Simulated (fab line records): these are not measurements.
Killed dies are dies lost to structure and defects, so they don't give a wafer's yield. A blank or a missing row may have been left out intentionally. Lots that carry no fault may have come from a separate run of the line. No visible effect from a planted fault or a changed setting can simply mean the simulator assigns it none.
2 desks looking at one fault :: flow sky130 :: only its own numbers are on each desk; what lay behind them is given at the end

## THE METROLOGY DESK
What the gauges read, lot by lot, whatever tool the lot ran on: means of the sampled wafers that have a number. If a lot's mean is further than 4 standard deviations from the usual mean, the lot is out of limits and carries the mark OUT (the distance appears in the brackets).
Columns: A = SD_N_RS at SKY_SD_N_RS_MEAS_16, usual 68.52 ohm/sq; B = SD_P_RS at SKY_SD_N_RS_MEAS_17, usual 147.1 ohm/sq; C = LI_CONTACT_HDPCVD_THK at SKY_LI_CONTACT_THK_MEAS_01, usual 932 nm
lot: L866
first seen here: day 30 10:44
A: 68.46
B: 146.6
C: 925

lot: L871
first seen here: day 30 15:59
A: 68.45
B: 147.1
C: 929

lot: L870
first seen here: day 30 16:34
A: 68.63
B: 147.5
C: 921

lot: L872
first seen here: day 30 18:13
A: 68.53
B: 146.8
C: 929

lot: L873
first seen here: day 30 22:33
A: 68.66
B: 147.2
C: 932

lot: L874
first seen here: day 30 23:14
A: 68.49
B: 147.0
C: 919

lot: L881
first seen here: day 36 19:40
A: 68.48
B: 146.8
C: 928

lot: L880
first seen here: day 36 20:43
A: 68.63
B: 147.4
C: 926

lot: L879
first seen here: day 36 22:45
A: 71.30 (+25) OUT
B: 162.9 (+42) OUT
C: 939

lot: L878
first seen here: day 37 02:20
A: 71.17 (+24) OUT
B: 161.6 (+38) OUT
C: 919
This desk finds L878, L879 out of limits, with the earliest case on L879 at day 36 22:45 (SD_N_RS at SKY_SD_N_RS_MEAS_16). In limits: L866, L871, L870, L872, L873, L874, L881, L880.

## DESK OF THE TOOL OWNER: rtpAnneal-01
The tool's own readings at SKY_SD_N_RTA_14 (time 2 s): means of the sampled wafers that have a number, for each lot that ran on this tool. If a lot's mean is further than 4 standard deviations from the usual mean, the lot is out of limits and carries the mark OUT (the distance appears in the brackets).
Columns: A = lampPowerPct at SKY_SD_N_RTA_14, usual 15.74 %; B = wafer_temp_C_max at SKY_SD_N_RTA_14, usual 1078.0
lot: L866
first seen here: day 30 10:32
A: 15.71
B: 1077.9

lot: L870
first seen here: day 30 16:23
A: 15.75
B: 1077.0

lot: L872
first seen here: day 30 18:02
A: 15.69
B: 1078.0

lot: L873
first seen here: day 30 22:22
A: 15.82
B: 1077.6

lot: L881
first seen here: day 36 19:29
A: 15.73
B: 1077.6

lot: L879
first seen here: day 36 22:34
A: 15.75
B: 1079.2

lot: L878
first seen here: day 37 02:10
A: 15.81
B: 1078.1
This desk found nothing out of limits on any of the 7 lots.

## TAKEN TOGETHER
On L878, L879, the metrology desk was in a position to raise an alarm at day 36 22:45.
The desk of the tool owner found nothing out of limits.
The tool owner's desk has L878, L879 on record, within its limits.
Every lot named ran SKY_SD_N_RTA_14 on rtpAnneal-01.

## WHAT THE SIMULATOR HAD PUT IN
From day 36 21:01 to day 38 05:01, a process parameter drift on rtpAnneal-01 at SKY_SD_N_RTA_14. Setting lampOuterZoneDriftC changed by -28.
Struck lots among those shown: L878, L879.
Per desk, hours elapsed from the start of the fault to the first reading out of limits: for the metrology desk, 2.
